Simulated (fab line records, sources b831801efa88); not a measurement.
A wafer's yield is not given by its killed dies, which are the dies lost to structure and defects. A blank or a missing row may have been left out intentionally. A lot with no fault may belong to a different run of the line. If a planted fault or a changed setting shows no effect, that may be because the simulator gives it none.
Chamber matching	flow sky130	pecvd-03 running SKY_PASSIVATION_CVD_00: 3 sister chambers
The step deposits SiO2, target thk 90 nm. 3 wafers are shown with their chamber, then 7 later ones without.

## WAFERS WITH THEIR CHAMBER
wafer	chamber	heater power w (W)
L377.4	1	699
L379.3	0	773
L379.5	2	760

## WAFERS WHOSE CHAMBER IS MISSING
wafer	heater power w (W)
L379.6	755
L384.1	752
L384.2	826
L384.5	656
L386.2	739
L386.3	746
L386.4	753

## WHICH CHAMBER EACH WENT THROUGH
wafer	from the rows above	in truth
L379.6	can't be placed: 2 or 0 or 1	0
L384.1	can't be placed: 2 or 0 or 1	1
L384.2	can't be placed: 0 or 2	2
L384.5	1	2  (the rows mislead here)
L386.2	can't be placed: 2 or 0 or 1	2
L386.3	can't be placed: 2 or 0 or 1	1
L386.4	can't be placed: 2 or 0 or 1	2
0 of 7 placed correctly. These rows do not allow placing 6 (true chamber among the candidates in 6). Number placed wrongly: 1.
How it was worked out, from the rows above alone: a wafer's distance from a chamber is the root of the sum, over the readings, of the square of ((its reading less the chamber's mean) divided by the reading's scatter). The wafer belongs to the nearest chamber; if the next one is less than 2 further off, it can't be placed. A chamber's mean is the mean of its shown wafers. The scatter: root of mean squared gap, hidden wafer to nearest shown wafer, with one shown wafer a chamber.
